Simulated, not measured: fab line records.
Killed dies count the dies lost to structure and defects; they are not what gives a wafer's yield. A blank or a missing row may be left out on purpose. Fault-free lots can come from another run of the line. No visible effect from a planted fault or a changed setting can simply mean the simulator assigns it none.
fab line records | flow sky130
[record] lots = 5 wafers = 23
route steps=708 shown POLY_GATE@231 LDD_P@261 LDD_LDN@291 POLY_CUT@310 SD_P@329 SD_N@346
start_h: hours from the record's opening day to when the first of the lot's shown wafers began | wait_h: hours since the lot's step before | " same as the row above | L1.1+2: a row that stands for several wafers | - either no value or no given start | * or withheld: withheld | < > ~ a bound
route shown NAME@n: NAME is a module with steps in the file, n the number in the route of the first one | usual: average and standard deviation across the fault-free wafers | same: alike in all rows | chamber/n: place in a boat | sites: per-site readings | _std_site: standard deviation across them | _edge_site: outer sites' mean less inner sites' | radius_mm: how far each site lies from the wafer's centre | mask NAME#n: copy n | behind: the last tool/chamber to shape the wafer | hold: reason for holding the lot/hours on hold/outcome of the hold | device: transistor that didn't switch, given as n, p or np | end of line: at the end of the route, the tests of the same wafers | a step given without rows: its recipe and nothing more | killed: at the first sort, the dies lost to defects and structure; wafer yield is something else | map: per-die view of a wafer (x killed, . not killed, _ where there is no die)
set.NAME: setting as actually run; set.NAME@STEP: the setting as run at that earlier step | model.NAME: the simulator's own value behind a step, which no gauge read
lots run with intentionally changed settings; tables by step, rows by wafer
[[steps]]
[step SKY_POLY_GATE_ETCH_17]
[recipe] target_depth_nm = 180 stop_on = SiO2 over_etch_frac = 0.56667 chemistry = HBr/Cl2 target = poly-Si icp_w = 400 bias_w = 100 pressure_mtorr = 10 HBr_flow_sccm = 150 Cl2_flow_sccm = 50 time_s = 70.5
// columns lot.wafer tool chamber start_h wait_h set.icp_w set.time_s@SONOS_ONO_CVD_04 model.SiO2_of_SONOS_ONO_CVD_04.thk_nm
L075.1 rie_si-02 3 370.91 0.0 400 808.9 3.55
L075.2 " 1 " " 400 808.9 3.548
L075.4 " 2 " " 443 808.9 3.371
L075.5 " 0 " " 443 808.9 3.318
L075.6 " 3 " " 400 808.9 3.558
L078.1 rie_si-02 2 399.58 0.0 400 900 4.033
L078.4 " 0 " " 400 900 4.091
L078.6 " 0 " " 400 900 4.079
L079.1 rie_si-01 0 419.33 0.0 352.6 992.1 4.603
L079.3 " 2 " " 400 992.1 4.78
L079.4 " 3 " " 352.6 992.1 4.593
L079.5 " 0 " " 400 992.1 4.67
L079.6 " 3 " " 400 992.1 4.695
L084.1 rie_si-02 2 480.03 0.0 400 900 3.975
L084.3 " 0 " " 444.7 900 3.797
L084.4 " 3 " " 444.7 900 3.793
L084.5 " 2 " " 400 900 3.955
L084.6 " 3 " " 444.7 900 3.805
L085.1 rie_si-01 0 490.33 0.0 400 900 4.187
L085.2 " 3 " " 400 900 4.203
L085.3 " 2 " " 400 900 4.209
L085.4 " 1 " " 432.3 900 4.125
L085.6 " 1 " " 432.3 900 4.152
[step SKY_LDD_P_DEVELOP_06]
[recipe] resist = NOVOLAK developer = TMAH develop_time_s = 60 dev_temp_c = 23
// columns lot.wafer tool chamber start_h wait_h set.develop_time_s
L075.1+6 litho_track-03 0 433.68 0.1 60
L075.2+4+5 " 0 " " 64.15
L078.1+4+6 litho_track-03 0 463.48 0.1 60
L079.1+3+4+5+6 litho_track-04 0 482.39 0.1 60
L084.1+3 litho_track-04 0 542.89 0.1 63.31
L084.4+5+6 " 0 " " 60
L085.1+2+6 litho_track-02 0 553.32 0.1 56.64
L085.3+4 " 0 " " 60
[step SKY_LDD_P_CD_MEAS_07]
[recipe] target_cd_nm = 380
[usual] cd_nm = 379.3/2.1
// columns lot.wafer tool chamber start_h wait_h set.develop_time_s@LDD_P_DEVELOP_06 cd_nm
L075.1 cd_sem-01 - 433.83 0.1 60 385.7
L075.2 " - " " 64.15 389.2
L075.4 " - " " 64.15 389.5
L075.5 " - " " 64.15 388.3
L075.6 " - " " 60 382.0
L078.1 cd_sem-01 - 463.63 0.1 60 380.0
L078.4 " - " " 60 379.9
L078.6 " - " " 60 379.5
L079.1 cd_sem-02 - 482.54 0.1 60 378.6
L079.3 " - " " 60 380.5
L079.4 " - " " 60 380.0
L079.5 " - " " 60 380.2
L079.6 " - " " 60 381.6
L084.1 cd_sem-02 - 543.04 0.1 63.31 386.8
L084.3 " - " " 63.31 386.8
L084.4 " - " " 60 379.9
L084.5 " - " " 60 379.2
L084.6 " - " " 60 382.8
L085.1 cd_sem-01 - 553.47 0.1 56.64 372.7
L085.2 " - " " 56.64 376.4
L085.3 " - " " 60 381.1
L085.4 " - " " 60 381.9
L085.6 " - " " 56.64 373.5
[step SKY_LDD_P_IMPLANT_09]
[recipe] species = BF2 energy_kev = 25 dose_cm2 = 1e+13 tilt_deg = withheld
// columns lot.wafer tool chamber start_h wait_h set.dose_cm2
L075.1+4 implanter-02 0 433.98 0.0 1e+13
L075.2+5+6 " 0 " " 1.072e+13
L078.1+4+6 implanter-02 0 463.78 0.0 1e+13
L079.1+3+6 implanter-02 0 482.70 0.0 1e+13
L079.4+5 " 0 " " 1.024e+13
L084.1+5+6 implanter-02 0 543.20 0.0 1.032e+13
L084.3+4 " 0 " " 1e+13
L085.1+4 implanter-03 0 553.63 0.0 1e+13
L085.2+3+6 " 0 " " 9.731e+12
[step SKY_LDD_P_STRIP_10]
[recipe] chemistry = O2/N2 power_w = 1400 pressure_mtorr = 1500 platen_temp_c = withheld o2_flow_sccm = 3000 n2_flow_sccm = 300 overash_fraction = 0.5
[step SKY_LDD_P_TW_MEAS_11]
[usual] LDD_P_TW = 631/5.3
// columns lot.wafer tool chamber start_h wait_h set.dose_cm2@LDD_P_IMPLANT_09 LDD_P_TW
L075.1 film_metro-03 - 434.23 0.1 1e+13 633
L075.2 " - " " 1.072e+13 645
L075.4 " - " " 1e+13 633
L075.5 " - " " 1.072e+13 643
L075.6 " - " " 1.072e+13 646
L078.1 film_metro-01 - 464.03 0.1 1e+13 632
L078.4 " - " " 1e+13 630
L078.6 " - " " 1e+13 633
L079.1 film_metro-03 - 482.95 0.1 1e+13 625
L079.3 " - " " 1e+13 626
L079.4 " - " " 1.024e+13 630
L079.5 " - " " 1.024e+13 632
L079.6 " - " " 1e+13 626
L084.1 film_metro-03 - 543.45 0.1 1.032e+13 623
L084.3 " - " " 1e+13 623
L084.4 " - " " 1e+13 618
L084.5 " - " " 1.032e+13 626
L084.6 " - " " 1.032e+13 627
L085.1 film_metro-01 - 553.88 0.1 1e+13 630
L085.2 " - " " 9.731e+12 628
L085.3 " - " " 9.731e+12 629
L085.4 " - " " 1e+13 630
L085.6 " - " " 9.731e+12 626
[step SKY_LDD_LDN_COAT_02]
[recipe] resist = NOVOLAK spin_rpm = 3000 resist_thk_nm = 1140
// columns lot.wafer tool chamber start_h wait_h set.resist_thk_nm model.NOVOLAK_of_LDD_LDN_COAT_02.thk_nm
L075.1 litho_track-01 0 510.39 0.1 1140 1139
L075.2+6 " 0 " " 1140 1138
L075.4 " 0 " " 1140 1137
L075.5 " 0 " " 1140 1135
L078.1 litho_track-04 0 539.94 0.1 1140 1140
L078.4 " 0 " " 1140 1143
L078.6 " 0 " " 1140 1141
L079.1 litho_track-01 0 557.09 0.1 1122 1123
L079.3 " 0 " " 1122 1122
L079.4 " 0 " " 1140 1141
L079.5+6 " 0 " " 1140 1140
L084.1 litho_track-02 0 617.37 0.1 1204 1199
L084.3+5 " 0 " " 1140 1138
L084.4 " 0 " " 1204 1200
L084.6 " 0 " " 1140 1137
L085.1 litho_track-01 0 626.69 0.1 1112 1120
L085.2 " 0 " " 1140 1145
L085.3 " 0 " " 1140 1142
L085.4 " 0 " " 1140 1143
L085.6 " 0 " " 1112 1114
[step SKY_LDD_LDN_IMPLANT_09]
[recipe] species = As energy_kev = 15 dose_cm2 = 1.25e+13 tilt_deg = withheld rotation_deg = 113
// columns lot.wafer tool chamber start_h wait_h set.energy_kev model.implant.drp_nm
L075.1+2+6 implanter-04 0 525.88 0.1 14.29 5.738
L075.4+5 " 0 " " 15 5.933
L078.1+4+6 implanter-04 0 555.11 0.1 15 5.933
L079.1+5 implanter-03 0 572.52 0.1 15 5.933
L079.3+4+6 " 0 " " 15.51 6.068
L084.1+3+6 implanter-01 0 632.56 0.1 15 5.933
L084.4+5 " 0 " " 14.35 5.754
L085.1+3 implanter-03 0 641.52 0.1 15 5.933
L085.2+4+6 " 0 " " 14.68 5.846
[step SKY_LDD_LDN_IMPLANT_10]
[recipe] species = As energy_kev = 15 dose_cm2 = 1.238e+13 tilt_deg = withheld rotation_deg = 203
[step SKY_LDD_LDN_IMPLANT_11]
[recipe] species = As energy_kev = 15 dose_cm2 = 1.25e+13 tilt_deg = withheld rotation_deg = 293
[step SKY_LDD_LDN_STRIP_12]
[recipe] chemistry = O2/N2 power_w = 1400 pressure_mtorr = 1500 platen_temp_c = withheld o2_flow_sccm = 3000 n2_flow_sccm = 300 overash_fraction = 0.5
[usual] strip_time_to_endpoint_s = 14.17/0.041
// columns lot.wafer tool chamber start_h wait_h set.resist_thk_nm@LDD_LDN_COAT_02 strip_time_to_endpoint_s
L075.1 plasma_asher-04 1 526.33 0.1 1140 14.16
L075.2 " 0 " " 1140 14.14
L075.4 " 1 " " 1140 14.14
L075.5 " 0 " " 1140 14.12
L075.6 " 1 " " 1140 14.15
L078.1 plasma_asher-01 0 555.56 0.1 1140 14.16
L078.4 " 0 " " 1140 14.21
L078.6 " 0 " " 1140 14.18
L079.1 plasma_asher-04 0 572.97 0.1 1122 13.98
L079.3 " 0 " " 1122 13.94
L079.4 " 1 " " 1140 14.19
L079.5 " 1 " " 1140 14.17
L079.6 " 0 " " 1140 14.19
L084.1 plasma_asher-03 1 633.01 0.1 1204 14.84
L084.3 " 1 " " 1140 14.16
L084.4 " 0 " " 1204 14.84
L084.5 " 1 " " 1140 14.14
L084.6 " 0 " " 1140 14.14
L085.1 plasma_asher-01 0 641.97 0.1 1112 13.94
L085.2 " 1 " " 1140 14.25
L085.3 " 0 " " 1140 14.19
L085.4 " 1 " " 1140 14.21
L085.6 " 0 " " 1112 13.86
[step SKY_POLY_CUT_COAT_03]
[recipe] resist = KrF-thick spin_rpm = 3000 resist_thk_nm = 450
// columns lot.wafer tool chamber start_h wait_h set.resist_thk_nm model.KrF-thick_of_POLY_CUT_COAT_03.thk_nm
L075.1 litho_track-02 0 - - 450 451
L075.2 " 0 " " 443.2 443.2
L075.4 " 0 " " 450 449.8
L075.5 " 0 " " 450 449.7
L075.6 " 0 " " 443.2 442.4
L078.1 litho_track-02 0 - - 450 447.7
L078.4 " 0 " " 450 447.8
L078.6 " 0 " " 450 447.6
L079.1 litho_track-02 0 - - 434.7 433.1
L079.3+4 " 0 " " 450 449.3
L079.5 " 0 " " 450 447.7
L079.6 " 0 " " 434.7 432.3
L084.1 litho_track-02 0 - - 450 449.8
L084.3 " 0 " " 450 450.2
L084.4 " 0 " " 450 450.5
L084.5 " 0 " " 450 449.1
L084.6 " 0 " " 450 448.3
L085.1 litho_track-03 0 - - 450 450
L085.2 " 0 " " 450 449.2
L085.3 " 0 " " 439.8 439.7
L085.4 " 0 " " 439.8 440.8
L085.6 " 0 " " 450 449.6
[step SKY_POLY_CUT_SOFTBAKE_04]
[recipe] temp_c = 100 time_s = 90 resist = KrF-thick
[step SKY_POLY_CUT_EXPOSE_05]
[recipe] mask_id = NPCM na = 0.8 source_shape = annular sigma_inner = 0.55 sigma_outer = 0.85 target_cd_nm = 270 dose_mj = 32
[step SKY_POLY_CUT_ETCH_10]
[recipe] chemistry = N2/H2 target = BARC ion_energy_ev = 200 source_w = 500 bias_w = 100 pressure_mtorr = 30 n2_flow_sccm = 100 h2_flow_sccm = 200 stop_on = SiO2 time_s = 45.9 target_depth_a = 600
// columns lot.wafer tool chamber start_h wait_h set.resist_thk_nm@POLY_CUT_COAT_03 model.KrF-thick_of_POLY_CUT_COAT_03.thk_nm
L075.1 rie_diel-02 2 557.28 0.0 450 410.6
L075.2 " 1 " " 443.2 402
L075.4 " 0 " " 450 409
L075.5 " 3 " " 450 408.1
L075.6 " 2 " " 443.2 401.9
L078.1 rie_diel-04 1 586.83 0.0 450 405.4
L078.4+6 " 3 " " 450 405.8
L079.1 rie_diel-03 1 603.41 0.0 434.7 391.3
L079.3 " 3 " " 450 407.2
L079.4 " 2 " " 450 406.9
L079.5 " 1 " " 450 406.1
L079.6 " 2 " " 434.7 389.9
L084.1 rie_diel-04 2 663.74 0.0 450 407.8
L084.3 " 0 " " 450 408.4
L084.4 " 1 " " 450 408.5
L084.5 " 0 " " 450 407.2
L084.6 " 3 " " 450 405.4
L085.1 rie_diel-02 0 673.04 0.0 450 408.3
L085.2 " 3 " " 450 407
L085.3 " 2 " " 439.8 398.9
L085.4 " 2 " " 439.8 399.7
L085.6 " 0 " " 450 408
[step SKY_POLY_CUT_ETCH_11]
[recipe] target = Si3N4 chemistry = CF4/CH2F2/Ar stop_on = poly-Si source_w = 600 bias_w = 150 pressure_mtorr = 40 cf4_flow_sccm = 40 ch2f2_flow_sccm = 20 Ar_flow_sccm = 150 time_s = 42.5 target_depth_a = 600
// columns lot.wafer tool chamber start_h wait_h set.source_w
L075.1+2+4 rie_diel-02 2,1,0 557.32 0.0 600
L075.5+6 " 3,2 " " 546.9
L078.1+4+6 rie_diel-04 1,3,3 586.87 0.0 600
L079.1+5+6 rie_diel-03 1,1,2 603.46 0.0 600
L079.3+4 " 3,2 " " 634.5
L084.1+3 rie_diel-04 2,0 663.79 0.0 549.7
L084.4+5+6 " 1,0,3 " " 600
L085.1+2+3+4+6 rie_diel-02 0,3,2,2,0 673.09 0.0 600
[step SKY_POLY_CUT_STRIP_12]
[recipe] chemistry = O2/N2 power_w = 1400 pressure_mtorr = 1500 platen_temp_c = withheld o2_flow_sccm = 3000 n2_flow_sccm = 300 overash_fraction = 0.5
[usual] strip_time_to_endpoint_s = 5.354/0.02
// columns lot.wafer tool chamber start_h wait_h set.resist_thk_nm@POLY_CUT_COAT_03 strip_time_to_endpoint_s
L075.1 plasma_asher-02 1 557.37 0.0 450 5.393
L075.2 " 0 " " 443.2 5.296
L075.4 " 0 " " 450 5.371
L075.5 " 0 " " 450 5.373
L075.6 " 1 " " 443.2 5.299
L078.1 plasma_asher-02 0 586.92 0.0 450 5.319
L078.4 " 0 " " 450 5.328
L078.6 " 1 " " 450 5.320
L079.1 plasma_asher-01 0 603.50 0.0 434.7 5.182
L079.3 " 1 " " 450 5.343
L079.4 " 0 " " 450 5.338
L079.5 " 1 " " 450 5.326
L079.6 " 0 " " 434.7 5.175
L084.1 plasma_asher-01 0 663.83 0.0 450 5.360
L084.3 " 1 " " 450 5.368
L084.4 " 0 " " 450 5.362
L084.5 " 0 " " 450 5.351
L084.6 " 1 " " 450 5.326
L085.1 plasma_asher-02 1 673.13 0.0 450 5.350
L085.2 " 0 " " 450 5.332
L085.3 " 0 " " 439.8 5.256
L085.4 " 1 " " 439.8 5.261
L085.6 " 1 " " 450 5.361
[step SKY_SD_P_IMPLANT_09]
[recipe] species = BF2 energy_kev = 20 dose_cm2 = 3e+15 tilt_deg = 0
// columns lot.wafer tool chamber start_h wait_h set.energy_kev model.implant.rp_nm model.implant.drp_nm
L075.1+2+4+5+6 implanter-03 0 587.73 0.0 20 17.38 9.746
L078.1+4+6 implanter-03 0 616.48 0.0 20 17.77 9.746
L079.1+3+6 implanter-03 0 632.83 0.0 20 17.8 9.746
L079.4+5 " 0 " " 21.05 18.52 10.1
L084.1+4+6 implanter-02 0 692.15 0.0 20 17.6 9.746
L084.3+5 " 0 " " 20.82 18.15 10.02
L085.1+2+3+4+6 implanter-04 0 701.08 0.0 20 17.33 9.746
[step SKY_SD_P_STRIP_10]
[recipe] chemistry = O2/N2 power_w = 1400 pressure_mtorr = 1500 platen_temp_c = withheld o2_flow_sccm = 3000 n2_flow_sccm = 300 overash_fraction = 0.5
[usual] strip_time_to_endpoint_s = 17.48/0.046
// columns lot.wafer tool chamber start_h wait_h set.energy_kev@SD_P_IMPLANT_09 strip_time_to_endpoint_s
L075.1 plasma_asher-04 0 587.88 0.1 20 17.54
L075.2 " 1 " " 20 17.59
L075.4 " 0 " " 20 17.60
L075.5 " 0 " " 20 17.48
L075.6 " 1 " " 20 17.56
L078.1 plasma_asher-02 0 616.63 0.1 20 17.52
L078.4 " 0 " " 20 17.51
L078.6 " 0 " " 20 17.55
L079.1 plasma_asher-01 1 632.98 0.1 20 17.54
L079.3 " 0 " " 20 17.49
L079.4 " 1 " " 21.05 17.72
L079.5 " 1 " " 21.05 17.68
L079.6 " 0 " " 20 17.52
L084.1 plasma_asher-04 0 692.30 0.1 20 17.46
L084.3 " 0 " " 20.82 17.57
L084.4 " 1 " " 20 17.47
L084.5 " 0 " " 20.82 17.54
L084.6 " 1 " " 20 17.44
L085.1 plasma_asher-04 0 701.23 0.1 20 17.41
L085.2 " 1 " " 20 17.46
L085.3 " 0 " " 20 17.45
L085.4 " 1 " " 20 17.41
L085.6 " 0 " " 20 17.48
[step SKY_SD_P_TW_MEAS_11]
[usual] SD_P_TW = 2820/14
// columns lot.wafer tool chamber start_h wait_h set.energy_kev@SD_P_IMPLANT_09 SD_P_TW
L075.1 film_metro-02 - 587.98 0.1 20 2809
L075.2 " - " " 20 2808
L075.4 " - " " 20 2819
L075.5 " - " " 20 2824
L075.6 " - " " 20 2806
L078.1 film_metro-01 - 616.73 0.1 20 2817
L078.4 " - " " 20 2824
L078.6 " - " " 20 2828
L079.1 film_metro-04 - 633.08 0.1 20 2838
L079.3 " - " " 20 2832
L079.4 " - " " 21.05 2858
L079.5 " - " " 21.05 2864
L079.6 " - " " 20 2823
L084.1 film_metro-02 - 692.40 0.1 20 2818
L084.3 " - " " 20.82 2845
L084.4 " - " " 20 2815
L084.5 " - " " 20.82 2857
L084.6 " - " " 20 2821
L085.1 film_metro-04 - 701.33 0.1 20 2848
L085.2 " - " " 20 2831
L085.3 " - " " 20 2843
L085.4 " - " " 20 2846
L085.6 " - " " 20 2832
[step SKY_SD_N_EXPOSE_04]
[recipe] mask_id = NSDM na = 0.6 source_shape = conventional sigma_outer = 0.6 polarization = unpolarized target_cd_nm = 380 dose_mj = 141
// columns lot.wafer tool chamber start_h wait_h mask set.dose_mj
L075.1+2+5 iline_stepper-02 0 - - NSDM#0 143.9
L075.4+6 " 0 " " NSDM#0 141
L078.1+4+6 iline_stepper-01 0 - - NSDM#0 141
L079.1+3+4 iline_stepper-02 0 - - NSDM#0 145.4
L079.5+6 " 0 " " NSDM#0 141
L084.1+4+5 iline_stepper-01 0 - - NSDM#0 141
L084.3+6 " 0 " " NSDM#0 148.3
L085.1+3+4 iline_stepper-01 0 - - NSDM#0 141
L085.2+6 " 0 " " NSDM#0 134.9
[step SKY_SD_N_PEB_05]
[recipe] temp_c = withheld time_s = * resist = NOVOLAK
[step SKY_SD_N_DEVELOP_06]
[recipe] resist = NOVOLAK developer = TMAH develop_time_s = 60 dev_temp_c = 23
[step SKY_SD_N_CD_MEAS_07]
[recipe] target_cd_nm = 380
[usual] cd_nm = 379.3/2.4
// columns lot.wafer tool chamber start_h wait_h set.dose_mj@SD_N_EXPOSE_04 cd_nm
L075.1 cd_sem-02 - 646.69 0.1 143.9 383.2
L075.2 " - " " 143.9 382.4
L075.4 " - " " 141 375.4
L075.5 " - " " 143.9 384.3
L075.6 " - " " 141 379.0
L078.1 cd_sem-01 - 674.57 0.1 141 379.1
L078.4 " - " " 141 379.2
L078.6 " - " " 141 378.6
L079.1 cd_sem-02 - 690.09 0.1 145.4 389.1
L079.3 " - " " 145.4 390.5
L079.4 " - " " 145.4 390.8
L079.5 " - " " 141 380.3
L079.6 " - " " 141 381.3
L084.1 cd_sem-01 - 747.29 0.1 141 381.4
L084.3 " - " " 148.3 394.2
L084.4 " - " " 141 380.1
L084.5 " - " " 141 377.9
L084.6 " - " " 148.3 395.7
L085.1 cd_sem-02 - 755.64 0.1 141 382.3
L085.2 " - " " 134.9 368.3
L085.3 " - " " 141 382.9
L085.4 " - " " 141 383.8
L085.6 " - " " 134.9 367.2
[step SKY_SD_N_STRIP_11]
[recipe] chemistry = O2/N2 power_w = 1400 pressure_mtorr = 1500 platen_temp_c = withheld o2_flow_sccm = 3000 n2_flow_sccm = 300 overash_fraction = 0.5
[usual] strip_time_to_endpoint_s = 22.55/0.043
// columns lot.wafer tool chamber start_h wait_h set.o2_flow_sccm strip_time_to_endpoint_s
L075.1 plasma_asher-04 1 647.14 0.1 3000 22.47
L075.2 " 0 " " 3000 22.50
L075.4 " 1 " " 3000 22.48
L075.5 " 1 " " 3000 22.50
L075.6 " 0 " " 3000 22.48
L078.1 plasma_asher-01 1 675.03 0.1 3000 22.59
L078.4 " 1 " " 3000 22.57
L078.6 " 0 " " 3000 22.57
L079.1 plasma_asher-04 1 690.54 0.1 3000 22.49
L079.3 " 1 " " 3000 22.52
L079.4 " 0 " " 3000 22.57
L079.5 " 0 " " 3000 22.55
L079.6 " 1 " " 3000 22.52
L084.1 plasma_asher-04 0 747.74 0.1 2659 22.76
L084.3 " 1 " " 2659 22.77
L084.4 " 0 " " 2659 22.75
L084.5 " 1 " " 3000 22.51
L084.6 " 0 " " 3000 22.56
L085.1 plasma_asher-01 1 756.10 0.1 2823 22.70
L085.2 " 0 " " 2823 22.72
L085.3 " 0 " " 3000 22.57
L085.4 " 1 " " 2823 22.64
L085.6 " 0 " " 3000 22.57
[step SKY_SD_N_CLEAN_13]
[recipe] chemistry = SC1/SC2 mix = 1:4:20 temp_c = 70 time_s = 150 dry = n2_spin
[step SKY_SD_N_RS_MEAS_17]
[recipe] thk_meas_gauge = four-point-probe
[usual] SD_P_RS = 147.0/0.37
// columns lot.wafer tool chamber start_h wait_h set.energy_kev@SD_P_IMPLANT_09 SD_P_RS[ohm/sq]
L075.1 film_metro-01 - 647.65 0.1 20 147.6
L075.2 " - " " 20 147.6
L075.4 " - " " 20 147.4
L075.5 " - " " 20 147.3
L075.6 " - " " 20 147.2
L078.1 film_metro-02 - 675.54 0.1 20 147.4
L078.4 " - " " 20 147.1
L078.6 " - " " 20 146.9
L079.1 film_metro-01 - 691.05 0.1 20 147.1
L079.3 " - " " 20 146.4
L079.4 " - " " 21.05 143.3
L079.5 " - " " 21.05 142.8
L079.6 " - " " 20 146.5
L084.1 film_metro-01 - 748.25 0.1 20 146.8
L084.3 " - " " 20.82 144.3
L084.4 " - " " 20 146.9
L084.5 " - " " 20.82 144.6
L084.6 " - " " 20 147.3
L085.1 film_metro-01 - 756.61 0.1 20 146.8
L085.2 " - " " 20 146.9
L085.3 " - " " 20 146.7
L085.4 " - " " 20 146.3
L085.6 " - " " 20 147.0
[[key]]
[split] step = SKY_POLY_GATE_ETCH_17 setting = icp_w stated = 400 by = wafer
response none clear
[split] step = SKY_LDD_P_DEVELOP_06 setting = develop_time_s stated = 60 by = wafer
[response] step = SKY_LDD_P_CD_MEAS_07 reading = cd_nm change = +1.01 per = 1% r = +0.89
[split] step = SKY_LDD_P_IMPLANT_09 setting = dose_cm2 stated = 1e+13 by = wafer
[response] step = SKY_LDD_P_TW_MEAS_11 reading = LDD_P_TW change = +1.54 per = 1% r = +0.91
[split] step = SKY_LDD_LDN_COAT_02 setting = resist_thk_nm stated = 1140 by = wafer
[response] step = SKY_LDD_LDN_COAT_02 reading = model.NOVOLAK_of_LDD_LDN_COAT_02.thk_nm change = +11 per = 1% r = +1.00
[response] step = SKY_LDD_LDN_STRIP_12 reading = strip_time_to_endpoint_s change = * per = 1% r = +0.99
[split] step = SKY_LDD_LDN_IMPLANT_09 setting = energy_kev stated = 15 by = wafer
[response] step = SKY_LDD_LDN_IMPLANT_09 reading = model.implant.drp_nm change = +0.0409 per = 1% r = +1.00
[split] step = SKY_POLY_CUT_COAT_03 setting = resist_thk_nm stated = 450 by = wafer
[response] step = SKY_POLY_CUT_COAT_03 reading = model.KrF-thick_of_POLY_CUT_COAT_03.thk_nm change = +4.58 per = 1% r = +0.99
[response] step = SKY_POLY_CUT_ETCH_10 reading = model.KrF-thick_of_POLY_CUT_COAT_03.thk_nm change = +4.48 per = 1% r = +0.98
[response] step = SKY_POLY_CUT_STRIP_12 reading = strip_time_to_endpoint_s change = * per = 1% r = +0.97
[split] step = SKY_POLY_CUT_ETCH_11 setting = source_w stated = 600 by = wafer
response none clear
[split] step = SKY_SD_P_IMPLANT_09 setting = energy_kev stated = 20 by = wafer
[response] step = SKY_SD_P_IMPLANT_09 reading = model.implant.rp_nm change = +0.137 per = 1% r = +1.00
[response] step = SKY_SD_P_IMPLANT_09 reading = model.implant.drp_nm change = +0.0679 per = 1% r = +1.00
[response] step = SKY_SD_P_STRIP_10 reading = strip_time_to_endpoint_s change = * per = 1% r = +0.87
[response] step = SKY_SD_P_TW_MEAS_11 reading = SD_P_TW change = +6.59 per = 1% r = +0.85
[response] step = SKY_SD_N_RS_MEAS_17 reading = SD_P_RS change = -0.664 per = 1% r = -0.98
[split] step = SKY_SD_N_EXPOSE_04 setting = dose_mj stated = 141 by = wafer
[response] step = SKY_SD_N_CD_MEAS_07 reading = cd_nm change = +3.13 per = 1% r = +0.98
[split] step = SKY_SD_N_STRIP_11 setting = o2_flow_sccm stated = 3000 by = wafer
[response] step = SKY_SD_N_STRIP_11 reading = strip_time_to_endpoint_s change = * per = 1% r = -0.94
split outside_this_file step=SKY_SONOS_ONO_CVD_04 setting=time_s
// split outside_this_file: this setting was split too, and the file shows its column; the key of that split is in another file
